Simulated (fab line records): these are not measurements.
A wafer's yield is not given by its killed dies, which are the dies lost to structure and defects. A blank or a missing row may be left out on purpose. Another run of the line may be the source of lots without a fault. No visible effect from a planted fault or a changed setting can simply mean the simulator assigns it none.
The same fault as seen by 2 desks    flow sky130    what lay behind the numbers comes last; until then each desk has only its own

FOR THE TOOL OWNER'S DESK: pvd sputter-01
At SKY_LOCAL_INTERCONNECT_SPUTTER_00 (material TiN, target thk 100 nm, time 83.3 s) the tool's own readings: per lot run on this tool, the mean of the sampled wafers that have a number. A lot is out of limits, marked OUT, if its mean lies more than 4 standard deviations from the usual mean; the brackets give that distance.
Columns: A = cathode dc power W at SKY_LOCAL_INTERCONNECT_SPUTTER_00, usual 6500.2 W; B = susceptor temp C at SKY_LOCAL_INTERCONNECT_SPUTTER_00, usual 299.99 C; C = throttle valve pct at SKY_LOCAL_INTERCONNECT_SPUTTER_00, usual 29.6 %
lot   first seen here  A                         B       C
L971  day 30 06:15     6500.7                    300.01  30.1
L973  day 31 07:05     6500.2                    299.88  28.8
L975  day 31 13:02     6499.9                    300.21  28.8
L976  day 31 19:18     6500.5                    299.93  30.6
L978  day 32 08:01     6500.7                    300.00  28.7
L979  day 33 04:53     6500.3                    300.04  29.7
L981  day 33 18:32     6499.9                    300.01  29.8
L983  day 34 00:18     6635.2 (+99 or more) OUT  299.95  29.9
This desk's finding: out of limits on L983; first on L983, day 34 00:18 (cathode dc power W at SKY_LOCAL_INTERCONNECT_SPUTTER_00). L971, L973, L975, L976, L978, L979, L981: within limits.

AT THE METROLOGY DESK
Means of the sampled wafers that have a number, per lot and without regard to the tool the lot ran on: this is what the gauges read. A lot is out of limits, marked OUT, if its mean lies more than 4 standard deviations from the usual mean; the brackets give that distance.
Columns: A = PWDE_TW at SKY_PWDE_TW_MEAS_10, usual 371.7; B = LOCAL_INTERCONNECT_TIN_RS at SKY_LOCAL_INTERCONNECT_RS_MEAS_01, usual 14.12 ohm/sq; C = LOCAL_INTERCONNECT_TIN_THK at SKY_LOCAL_INTERCONNECT_THK_MEAS_02, usual 97.5 nm; D = METAL2_OVL at SKY_METAL2_OVL_MEAS_16, usual -1 nm
lot   first seen here  A      B      C     D
L971  day 4 13:46      367.5  14.02  98.2  4
L972  day 4 21:38      375.5  14.00  98.9  3
L973  day 5 03:04      371.4  14.07  97.3  -2
L974  day 5 07:46      370.9  14.28  96.0  1
L975  day 5 14:04      370.3  14.14  97.4  2
L976  day 5 17:10      369.2  14.18  97.1  3
L978  day 6 03:53      369.0  13.92  99.2  2
L979  day 6 13:45      369.2  14.02  97.7  0
L980  day 6 21:34      369.2  14.48  94.9  -8
L981  day 7 03:01      369.6  13.91  98.5  -2
L983  day 7 06:50      369.3  13.92  98.0  -10
L987  day 8 09:48      376.1  14.15  96.9  -4
L991  day 9 05:24      369.8  13.99  98.4  -3
Finding of this desk: none of the 13 lots has anything out of limits.

BROUGHT TOGETHER
An alarm could have come from the tool owner's desk at day 34 00:18, on L983.
At the metrology desk, nothing out of limits was observed.
The metrology desk has L983 on record, within its limits.
Every lot named ran SKY_LOCAL_INTERCONNECT_SPUTTER_00 on pvd sputter-01.

WHAT HAD BEEN PUT IN BY THE SIMULATOR
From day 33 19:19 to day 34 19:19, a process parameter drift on pvd sputter-01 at SKY_LOCAL_INTERCONNECT_SPUTTER_00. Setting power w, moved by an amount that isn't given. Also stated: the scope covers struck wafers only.
Struck lots among those shown: L983.
How many hours passed from the start of the fault until each desk's first out-of-limits reading: the tool owner's desk, 5.
